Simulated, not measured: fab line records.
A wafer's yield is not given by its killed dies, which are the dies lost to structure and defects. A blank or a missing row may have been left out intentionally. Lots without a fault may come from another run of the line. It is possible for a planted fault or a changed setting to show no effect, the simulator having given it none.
fab line records	flow gf180mcu	part 1 of 2: steps 1 to 27 of 37
record: lots: 5	wafers: 15	lastDay: 33
route steps=602 shown VT_IMPLANT@129 MVSD@136 NWELL@137 LVPWELL@138 MVPSD@139 DUAL_GATE@141 POLY_GATE@157
lots untouched by any fault: they come from a run of this same line in which no faults occurred
startH: hours from the record's opening day to when the first of the lot's shown wafers began	waitH: time in hours since the lot's previous step	" the same as in the row above	L1.1+2: a single row standing in for several wafers	- no value, or no start given	* or withheld: withheld	< > ~ a bound
route shown NAME@n: a module of which the file shows steps, and the number in the route of the first	usual: mean/standard deviation of fault-free wafers	same: alike in all rows	chamber/n: place in a boat	sites: each site's reading	_std_site: their standard deviation	_edge_site: outer sites' mean less inner sites'	radiusMm: for every site, how far away it sits from the centre of the wafer	mask NAME#n: copy n	behind: tool/chamber where the wafer was last shaped	hold: why the lot went on hold/how many hours it stayed there/how the hold came to an end	device: transistor that didn't switch, given as n, p or np	end of line: the same wafers' tests at the end of the route	a step with no rows: only its recipe	killed: the dies lost at the first sort to structure and to defects; this is not the yield of the wafer	map: a wafer's dies, x killed, . not, _ none there
set.NAME: the run value of the setting; set.NAME@STEP: its run value at that earlier step	model.NAME: the simulator's own value behind a step, which no gauge read
certain route steps with their lots: each step a table, each wafer a row
services: a tool's chamber out of use, with start hour (startH, from the record's first day; less than 0 if before it), hours out, and reason
== steps ==
step: GF_VT_IMPLANT_DEVELOP_39
recipe: developTimeS: 60	devTempC: 23
usual: developerTempC: 22.99/0.11	exhaustPa: 45.0/0.96
same: developTimeS: 60
lot.wafer	tool	chamber	startH	waitH	developerTempC	exhaustPa
L074.2	lithoTrack-03	0	162.12	0.1	22.97	45.5
L074.4	"	0	"	"	22.97	44.7
L074.6	"	0	"	"	22.82	45.7
L078.1	lithoTrack-03	0	182.00	0.1	23.00	45.6
L078.3	"	0	"	"	22.89	44.2
L078.4	"	0	"	"	23.04	44.7
L081.3	lithoTrack-01	0	204.31	0.1	23.08	45.9
L081.4	"	0	"	"	23.12	44.8
L081.5	"	0	"	"	23.03	45.4
L082.4	lithoTrack-01	0	210.38	0.1	22.93	45.7
L082.5	"	0	"	"	23.10	44.8
L082.6	"	0	"	"	23.02	45.4
L091.3	lithoTrack-01	0	269.81	0.1	22.88	45.2
L091.4	"	0	"	"	23.08	46.5
L091.5	"	0	"	"	22.85	47.1
step: GF_VT_IMPLANT_OVL_MEAS_40
usual: VT_IMPLANT_03_OVL: -1.0/1.1
lot.wafer	tool	chamber	startH	waitH	VT_IMPLANT_03_OVL[nm]
L074.2	overlay-01	-	162.26	0.1	1.5
L074.4	"	-	"	"	0.9
L074.6	"	-	"	"	0.7
L078.1	overlay-01	-	182.15	0.1	-0.9
L078.3	"	-	"	"	-0.3
L078.4	"	-	"	"	0.0
L081.3	overlay-02	-	204.42	0.1	-0.3
L081.4	"	-	"	"	-0.8
L081.5	"	-	"	"	0.4
L082.4	overlay-02	-	210.47	0.1	-1.8
L082.5	"	-	"	"	-1.5
L082.6	"	-	"	"	-2.3
L091.3	overlay-01	-	269.92	0.1	-1.2
L091.4	"	-	"	"	-3.2
L091.5	"	-	"	"	-0.7
step: GF_VT_IMPLANT_IMPLANT_41
recipe: species: As	energyKev: 70	doseCm2: 1.013e+12	tiltDeg: 7
lot.wafer	tool	chamber	startH	waitH
L074.2+4+6	implanter-02	0	162.31	0.0
L078.1+3+4	implanter-04	0	182.19	0.0
L081.3+4+5	implanter-02	0	204.49	0.1
L082.4+5+6	implanter-04	0	210.57	0.1
L091.3+4+5	implanter-04	0	269.99	0.1
step: GF_VT_IMPLANT_STRIP_42
recipe: chemistry: O2/N2	powerW: 1400	pressureMtorr: 1500	platenTempC: 250	o2FlowSccm: 3000	n2FlowSccm: 300	overashFraction: 0.5
usual: drypumpMotorCurrentA: 5.9/0.34	heaterPowerW: 354/40	oesProductAu: 0.716/0.0043	stripTimeToEndpointS: 12.64/0.034
lot.wafer	tool	chamber	startH	waitH	drypumpMotorCurrentA	heaterPowerW	oesProductAu	rfHoursCounterH	stripTimeToEndpointS
L074.2	plasmaAsher-04	1	162.44	0.1	5.5	297	0.721	36	12.63
L074.4	"	0	"	"	6.3	388	0.719	-	12.63
L074.6	"	0	"	"	6.3	393	0.716	-	12.62
L078.1	plasmaAsher-02	0	182.34	0.1	5.8	410	0.717	55	12.64
L078.3	"	0	"	"	5.8	404	0.717	-	12.63
L078.4	"	1	"	"	5.7	331	0.714	-	12.62
L081.3	plasmaAsher-04	0	204.63	0.1	6.3	397	0.725	-	12.71
L081.4	"	1	"	"	5.5	295	0.713	-	12.69
L081.5	"	1	"	"	5.5	295	0.717	-	12.69
L082.4	plasmaAsher-02	1	210.68	0.1	5.8	321	0.717	-	12.69
L082.5	"	0	"	"	5.8	408	0.716	-	12.67
L082.6	"	1	"	"	5.7	326	0.713	-	12.65
L091.3	plasmaAsher-01	0	270.12	0.1	6.4	375	0.713	-	12.70
L091.4	"	1	"	"	5.6	320	0.714	-	12.65
L091.5	"	1	"	"	5.6	324	0.718	-	12.68
step: GF_VT_IMPLANT_TW_MEAS_43
usual: VT_IMPLANT_4_TW: 690/6.7
lot.wafer	tool	chamber	startH	waitH	VT_IMPLANT_4_TW
L074.2	filmMetro-02	-	162.55	0.1	704
L074.4	"	-	"	"	702
L074.6	"	-	"	"	701
L078.1	filmMetro-02	-	182.44	0.1	695
L078.3	"	-	"	"	694
L078.4	"	-	"	"	694
L081.3	filmMetro-04	-	204.71	0.1	688
L081.4	"	-	"	"	692
L081.5	"	-	"	"	691
L082.4	filmMetro-01	-	210.77	0.1	683
L082.5	"	-	"	"	679
L082.6	"	-	"	"	681
L091.3	filmMetro-02	-	270.21	0.1	697
L091.4	"	-	"	"	697
L091.5	"	-	"	"	700
step: GF_VT_IMPLANT_CLEAN_44
recipe: chemistry: SC1/SC2	mix: 1:4:20	tempC: 70	timeS: 150	dry: n2Spin
lot.wafer	tool	chamber	startH	waitH
L074.2+4+6	wetBench-04	0	162.60	0.0
L078.1+3+4	wetBench-01	3	182.50	0.1
L081.3+4+5	wetBench-01	2	204.75	0.0
L082.4+5+6	wetBench-04	3	210.80	0.0
L091.3+4+5	wetBench-04	2	270.25	0.0
step: GF_VT_IMPLANT_RTA_45
recipe: tempC: 1050	timeS: 30	ambient: N2
usual: lampPowerPct: 36.1/2.1	wafer_temp_C_max: 1055.9/1.7
lot.wafer	tool	chamber	startH	waitH	lampPowerPct	wafer_temp_C_max
L074.2	rtpAnneal-01	0	162.68	0.0	33.9	1054.0
L074.4	"	0	"	"	33.8	1056.6
L074.6	"	0	"	"	33.8	1054.0
L078.1	rtpAnneal-01	0	182.55	0.0	33.8	1055.5
L078.3	"	0	"	"	33.9	1053.9
L078.4	"	0	"	"	33.9	1056.3
L081.3	rtpAnneal-02	0	204.84	0.0	38.1	1057.8
L081.4	"	0	"	"	38.1	1057.1
L081.5	"	0	"	"	38.1	1055.0
L082.4	rtpAnneal-01	0	210.91	0.1	33.9	1054.6
L082.5	"	0	"	"	33.8	1054.1
L082.6	"	0	"	"	33.8	1053.8
L091.3	rtpAnneal-01	0	270.33	0.0	33.8	1055.3
L091.4	"	0	"	"	33.8	1054.5
L091.5	"	0	"	"	33.8	1054.6
step: GF_VT_IMPLANT_RS_MEAS_46
recipe: thkMeasGauge: four-point-probe
usual: MVSD_RS: 457.0/1
lot.wafer	tool	chamber	startH	waitH	MVSD_RS[ohm/sq]
L074.2	filmMetro-03	-	162.87	0.2	456.0
L074.4	"	-	"	"	457.9
L074.6	"	-	"	"	457.6
L078.1	filmMetro-04	-	182.65	0.1	456.9
L078.3	"	-	"	"	457.5
L078.4	"	-	"	"	456.7
L081.3	filmMetro-03	-	204.94	0.1	456.8
L081.4	"	-	"	"	457.6
L081.5	"	-	"	"	457.7
L082.4	filmMetro-01	-	211.02	0.1	454.7
L082.5	"	-	"	"	455.8
L082.6	"	-	"	"	457.1
L091.3	filmMetro-03	-	270.44	0.1	456.0
L091.4	"	-	"	"	457.2
L091.5	"	-	"	"	454.9
step: GF_VT_IMPLANT_RS_MEAS_47
recipe: thkMeasGauge: four-point-probe
usual: NWELL_RS: 487.8/1.3
lot.wafer	tool	chamber	startH	waitH	NWELL_RS[ohm/sq]
L074.2	filmMetro-03	-	162.99	0.1	486.4
L074.4	"	-	"	"	487.8
L074.6	"	-	"	"	486.6
L078.1	filmMetro-04	-	182.77	0.1	490.3
L078.3	"	-	"	"	489.1
L078.4	"	-	"	"	489.6
L081.3	filmMetro-03	-	205.06	0.1	486.9
L081.4	"	-	"	"	485.5
L081.5	"	-	"	"	486.3
L082.4	filmMetro-01	-	211.14	0.1	485.1
L082.5	"	-	"	"	486.2
L082.6	"	-	"	"	486.3
L091.3	filmMetro-03	-	270.56	0.1	487.7
L091.4	"	-	"	"	487.2
L091.5	"	-	"	"	486.6
step: GF_VT_IMPLANT_RS_MEAS_48
recipe: thkMeasGauge: four-point-probe
usual: LVPWELL_RS: 1197/3.1
lot.wafer	tool	chamber	startH	waitH	LVPWELL_RS[ohm/sq]
L074.2	filmMetro-03	-	163.11	0.1	1194
L074.4	"	-	"	"	1195
L074.6	"	-	"	"	1194
L078.1	filmMetro-04	-	182.89	0.1	1201
L078.3	"	-	"	"	1197
L078.4	"	-	"	"	1198
L081.3	filmMetro-03	-	205.18	0.1	1200
L081.4	"	-	"	"	1203
L081.5	"	-	"	"	1201
L082.4	filmMetro-01	-	211.26	0.1	1197
L082.5	"	-	"	"	1198
L082.6	"	-	"	"	1194
L091.3	filmMetro-03	-	270.68	0.1	1199
L091.4	"	-	"	"	1193
L091.5	"	-	"	"	1197
step: GF_VT_IMPLANT_RS_MEAS_49
recipe: thkMeasGauge: four-point-probe
usual: MVPSD_RS: 1168.9/2.7
lot.wafer	tool	chamber	startH	waitH	MVPSD_RS[ohm/sq]
L074.2	filmMetro-03	-	163.23	0.1	1166.1
L074.4	"	-	"	"	1166.9
L074.6	"	-	"	"	1167.1
L078.1	filmMetro-04	-	183.01	0.1	1166.1
L078.3	"	-	"	"	1166.3
L078.4	"	-	"	"	1167.5
L081.3	filmMetro-03	-	205.30	0.1	1170.4
L081.4	"	-	"	"	1169.4
L081.5	"	-	"	"	1170.4
L082.4	filmMetro-01	-	211.38	0.1	1164.5
L082.5	"	-	"	"	1165.6
L082.6	"	-	"	"	1165.2
L091.3	filmMetro-03	-	270.80	0.1	1172.5
L091.4	"	-	"	"	1174.3
L091.5	"	-	"	"	1175.0
step: GF_VT_IMPLANT_WET_ETCH_50
recipe: chemistry: dHF	targetDepthNm: 20	target: SiO2	tempC: 25	dilution: 100:1	timeS: 400
lot.wafer	tool	chamber	startH	waitH
L074.2+4+6	wetBench-01	3	163.33	0.1
L078.1+3+4	wetBench-01	3	183.13	0.1
L081.3+4+5	wetBench-04	1	205.38	0.1
L082.4+5+6	wetBench-03	1	211.44	0.0
L091.3+4+5	wetBench-01	0	270.88	0.1
step: GF_DUAL_GATE_CLEAN_00
recipe: chemistry: SC1/SC2	mix: 1:4:20	tempC: 70	timeS: 150
lot.wafer	tool	chamber	startH	waitH
L074.2+4+6	wetBench-03	3	163.46	0.0
L078.1+3+4	wetBench-03	3	183.24	0.0
L081.3+4+5	wetBench-03	2	205.51	0.0
L082.4+5+6	wetBench-04	3	211.56	0.0
L091.3+4+5	wetBench-03	1	271.12	0.0
step: GF_DUAL_GATE_CLEAN_01
recipe: chemistry: dHF	timeS: 20	dilution: 100:1	dry: ipaMarangoni
lot.wafer	tool	chamber	startH	waitH
L074.2+4+6	wetBench-04	3	163.51	0.0
L078.1+3+4	wetBench-04	1	183.30	0.0
L081.3+4+5	wetBench-01	0	205.56	0.0
L082.4+5+6	wetBench-01	2	211.61	0.0
L091.3+4+5	wetBench-04	0	271.17	0.0
step: GF_DUAL_GATE_OXIDATION_02
recipe: tempC: 900	ambient: O2	stabiliseS: 600	purgeS: 300	targetThkA: 108.87	oxTimeS: 1602
usual: zonePowerBottomPct: 27.6/1.8
same: stabiliseS: 600
lot.wafer	tool	chamber	startH	waitH	zonePowerBottomPct
L074.2	furnace-02	0	163.52	0.0	29.5
L074.4	"	0	"	"	29.0
L074.6	"	0	"	"	29.0
L078.1	furnace-01	0	184.13	0.8	25.1
L078.3	"	0	"	"	25.3
L078.4	"	0	"	"	25.4
L081.3	furnace-01	0	206.83	1.3	25.8
L081.4	"	0	"	"	25.8
L081.5	"	0	"	"	25.2
L082.4	furnace-02	0	211.62	0.0	28.7
L082.5	"	0	"	"	29.0
L082.6	"	0	"	"	28.9
L091.3	furnace-02	0	271.51	0.3	29.1
L091.4	"	0	"	"	28.8
L091.5	"	0	"	"	29.2
step: GF_DUAL_GATE_THK_MEAS_03
recipe: reads: SiO2_of_DUAL_GATE_OXIDATION_02
usual: DUAL_GATE_OXIDATION_00_THK: 10.96/0.22
lot.wafer	tool	chamber	startH	waitH	DUAL_GATE_OXIDATION_00_THK[nm]
L074.2	filmMetro-02	-	164.97	0.0	11.34
L074.4	"	-	"	"	11.47
L074.6	"	-	"	"	11.36
L078.1	filmMetro-01	-	185.58	0.0	10.77
L078.3	"	-	"	"	10.76
L078.4	"	-	"	"	10.70
L081.3	filmMetro-02	-	208.29	0.0	10.63
L081.4	"	-	"	"	10.57
L081.5	"	-	"	"	10.57
L082.4	filmMetro-03	-	213.10	0.0	10.58
L082.5	"	-	"	"	10.53
L082.6	"	-	"	"	11.01
L091.3	filmMetro-01	-	272.98	0.0	11.12
L091.4	"	-	"	"	11.11
L091.5	"	-	"	"	11.27
step: GF_DUAL_GATE_DEHYDRATE_04
recipe: tempC: 200	timeS: 60
usual: exhaustPa: 44.9/0.98	heaterPowerTotalW: 160.37/0.12
lot.wafer	tool	chamber	startH	waitH	exhaustPa	heaterPowerTotalW
L074.2	lithoTrack-04	0	172.55	7.6	44.1	160.30
L074.4	"	0	"	"	46.0	160.38
L074.6	"	0	"	"	43.9	160.40
L078.1	lithoTrack-01	0	193.76	8.2	44.2	160.38
L078.3	"	0	"	"	46.1	160.59
L078.4	"	0	"	"	43.8	160.35
L081.3	lithoTrack-01	0	215.86	7.6	42.7	160.26
L081.4	"	0	"	"	44.4	160.34
L081.5	"	0	"	"	43.5	160.25
L082.4	lithoTrack-01	0	221.38	8.3	45.7	160.18
L082.5	"	0	"	"	46.8	160.36
L082.6	"	0	"	"	45.5	160.52
L091.3	lithoTrack-01	0	282.11	9.1	44.2	160.52
L091.4	"	0	"	"	44.3	160.33
L091.5	"	0	"	"	43.9	160.17
step: GF_DUAL_GATE_HMDS_05
recipe: primeTimeS: 60	primeTempC: 120
usual: exhaustPa: 45.2/0.97
lot.wafer	tool	chamber	startH	waitH	exhaustPa
L074.2	lithoTrack-04	0	172.70	0.1	45.2
L074.4	"	0	"	"	45.5
L074.6	"	0	"	"	46.1
L078.1	lithoTrack-01	0	193.91	0.1	45.9
L078.3	"	0	"	"	47.2
L078.4	"	0	"	"	47.0
L081.3	lithoTrack-01	0	216.01	0.1	44.3
L081.4	"	0	"	"	45.8
L081.5	"	0	"	"	45.9
L082.4	lithoTrack-01	0	221.53	0.1	44.9
L082.5	"	0	"	"	44.7
L082.6	"	0	"	"	46.2
L091.3	lithoTrack-01	0	282.26	0.1	46.1
L091.4	"	0	"	"	44.1
L091.5	"	0	"	"	44.6
step: GF_DUAL_GATE_COAT_06
recipe: resist: NOVOLAK	spinRpm: 3000	resistThkNm: 1000
usual: exhaustPa: 45.0/0.96
lot.wafer	tool	chamber	startH	waitH	exhaustPa
L074.2	lithoTrack-04	0	172.85	0.1	44.8
L074.4	"	0	"	"	43.9
L074.6	"	0	"	"	44.2
L078.1	lithoTrack-01	0	194.06	0.1	45.4
L078.3	"	0	"	"	45.3
L078.4	"	0	"	"	45.7
L081.3	lithoTrack-01	0	216.16	0.1	44.9
L081.4	"	0	"	"	45.7
L081.5	"	0	"	"	45.0
L082.4	lithoTrack-01	0	221.68	0.1	44.7
L082.5	"	0	"	"	45.6
L082.6	"	0	"	"	42.7
L091.3	lithoTrack-01	0	282.41	0.1	45.8
L091.4	"	0	"	"	45.2
L091.5	"	0	"	"	45.9
step: GF_DUAL_GATE_SOFTBAKE_07
recipe: tempC: 90	timeS: 60	resist: NOVOLAK
usual: exhaustPa: 45.0/0.99	heaterPowerTotalW: 56.59/0.043
lot.wafer	tool	chamber	startH	waitH	exhaustPa	heaterPowerTotalW
L074.2	lithoTrack-04	0	173.00	0.1	46.4	56.64
L074.4	"	0	"	"	46.5	56.58
L074.6	"	0	"	"	46.4	56.60
L078.1	lithoTrack-01	0	194.21	0.1	45.1	56.54
L078.3	"	0	"	"	45.7	56.60
L078.4	"	0	"	"	45.9	56.54
L081.3	lithoTrack-01	0	216.31	0.1	45.6	56.61
L081.4	"	0	"	"	45.6	56.58
L081.5	"	0	"	"	45.5	56.61
L082.4	lithoTrack-01	0	221.83	0.1	44.8	56.64
L082.5	"	0	"	"	44.3	56.62
L082.6	"	0	"	"	44.8	56.60
L091.3	lithoTrack-01	0	282.56	0.1	46.7	56.60
L091.4	"	0	"	"	46.0	56.63
L091.5	"	0	"	"	47.0	56.57
step: GF_DUAL_GATE_EXPOSE_08
recipe: maskId: Dualgate	targetCdNm: 700	na: 0.6	sourceShape: conventional	sigmaOuter: 0.6	doseMj: 140
lot.wafer	tool	chamber	startH	waitH	mask
L074.2+4+6	ilineStepper-01	0	-	-	Dualgate#0
L078.1+3+4	ilineStepper-01	0	-	-	Dualgate#0
L081.3+4+5	ilineStepper-02	0	-	-	Dualgate#0
L082.4+5+6	ilineStepper-02	0	-	-	Dualgate#0
L091.3+4+5	ilineStepper-02	0	-	-	Dualgate#0
step: GF_DUAL_GATE_PEB_09
recipe: tempC: withheld	timeS: *	resist: NOVOLAK
usual: exhaustPa: 44.9/0.92
lot.wafer	tool	chamber	startH	waitH	exhaustPa
L074.2	lithoTrack-03	0	-	-	45.7
L074.4	"	0	"	"	45.9
L074.6	"	0	"	"	45.3
L078.1	lithoTrack-01	0	-	-	45.8
L078.3	"	0	"	"	46.0
L078.4	"	0	"	"	44.8
L081.3	lithoTrack-04	0	-	-	46.2
L081.4	"	0	"	"	45.4
L081.5	"	0	"	"	46.7
L082.4	lithoTrack-01	0	-	-	43.8
L082.5	"	0	"	"	43.8
L082.6	"	0	"	"	45.1
L091.3	lithoTrack-04	0	-	-	45.7
L091.4	"	0	"	"	45.4
L091.5	"	0	"	"	45.3
step: GF_DUAL_GATE_DEVELOP_10
recipe: developTimeS: 60	devTempC: 23
usual: developerTempC: 22.97/0.11	exhaustPa: 45.2/0.82
same: developTimeS: 60
lot.wafer	tool	chamber	startH	waitH	developerTempC	exhaustPa
L074.2	lithoTrack-03	0	180.62	0.1	23.08	47.2
L074.4	"	0	"	"	23.11	45.7
L074.6	"	0	"	"	23.12	45.6
L078.1	lithoTrack-01	0	202.71	0.1	23.07	45.6
L078.3	"	0	"	"	23.25	44.6
L078.4	"	0	"	"	23.00	45.5
L081.3	lithoTrack-04	0	225.33	0.1	22.99	45.4
L081.4	"	0	"	"	22.84	45.0
L081.5	"	0	"	"	23.01	44.0
L082.4	lithoTrack-01	0	230.68	0.1	22.92	45.0
L082.5	"	0	"	"	22.88	44.5
L082.6	"	0	"	"	22.89	43.3
L091.3	lithoTrack-04	0	292.33	0.1	22.87	46.3
L091.4	"	0	"	"	22.76	46.3
L091.5	"	0	"	"	22.90	45.2
step: GF_DUAL_GATE_OVL_MEAS_11
usual: DUAL_GATE_OVL: 0.5/1.3
lot.wafer	tool	chamber	startH	waitH	DUAL_GATE_OVL[nm]
L074.2	overlay-02	-	180.76	0.1	-1.5
L074.4	"	-	"	"	-1.4
L074.6	"	-	"	"	0.0
L078.1	overlay-02	-	202.86	0.1	0.9
L078.3	"	-	"	"	-0.3
L078.4	"	-	"	"	0.8
L081.3	overlay-01	-	225.44	0.1	1.3
L081.4	"	-	"	"	0.0
L081.5	"	-	"	"	-0.5
L082.4	overlay-02	-	230.77	0.1	1.2
L082.5	"	-	"	"	2.2
L082.6	"	-	"	"	0.8
L091.3	overlay-02	-	292.44	0.1	-0.8
L091.4	"	-	"	"	-0.8
L091.5	"	-	"	"	-1.0
step: GF_DUAL_GATE_WET_ETCH_12
recipe: chemistry: dHF	targetDepthNm: 13	dry: n2Spin	target: SiO2	tempC: 25	dilution: 100:1	timeS: 260
lot.wafer	tool	chamber	startH	waitH
L074.2+4+6	wetBench-01	0	180.79	0.0
L078.1+3+4	wetBench-04	0	202.89	0.0
L081.3+4+5	wetBench-03	1	225.46	0.0
L082.4+5+6	wetBench-03	0	230.79	0.0
L091.3+4+5	wetBench-03	3	292.46	0.0
step: GF_DUAL_GATE_STRIP_13
recipe: chemistry: O2/N2	powerW: 1400	pressureMtorr: 1500	platenTempC: 250	o2FlowSccm: 3000	n2FlowSccm: 300	overashFraction: 0.5
usual: drypumpMotorCurrentA: 5.8/0.38	heaterPowerW: 333/38	oesProductAu: 0.717/0.0046	stripTimeToEndpointS: 12.630/0.03
lot.wafer	tool	chamber	startH	waitH	drypumpMotorCurrentA	heaterPowerW	oesProductAu	rfHoursCounterH	stripTimeToEndpointS
L074.2	plasmaAsher-01	1	180.87	0.0	5.6	317	0.719	6	12.645
L074.4	"	1	"	"	5.6	321	0.714	-	12.602
L074.6	"	0	"	"	6.4	380	0.724	-	12.614
L078.1	plasmaAsher-03	0	202.98	0.0	5.6	328	0.711	54	12.634
L078.3	"	1	"	"	5.7	290	0.710	-	12.618
L078.4	"	0	"	"	5.6	326	0.723	-	12.621
L081.3	plasmaAsher-01	0	225.58	0.0	6.4	375	0.719	-	12.684
L081.4	"	1	"	"	5.6	322	0.724	-	12.643
L081.5	"	1	"	"	5.6	321	0.721	-	12.643
L082.4	plasmaAsher-01	0	230.91	0.0	6.4	372	0.718	-	12.648
L082.5	"	0	"	"	6.4	375	0.712	-	12.639
L082.6	"	1	"	"	5.6	324	0.711	-	12.659
L091.3	plasmaAsher-04	1	292.57	0.0	5.5	283	0.715	-	12.625
L091.4	"	0	"	"	6.2	404	0.716	-	12.645
L091.5	"	0	"	"	6.2	397	0.716	-	12.688
step: GF_DUAL_GATE_CLEAN_14
recipe: chemistry: SC1/SC2	mix: 1:4:20	tempC: 70	timeS: 150	dry: n2Spin
lot.wafer	tool	chamber	startH	waitH
L074.2+4+6	wetBench-03	0	180.97	0.1
L078.1+3+4	wetBench-01	1	203.08	0.1
L081.3+4+5	wetBench-04	3	225.64	0.0
L082.4+5+6	wetBench-03	2	230.97	0.0
L091.3+4+5	wetBench-04	1	292.64	0.0
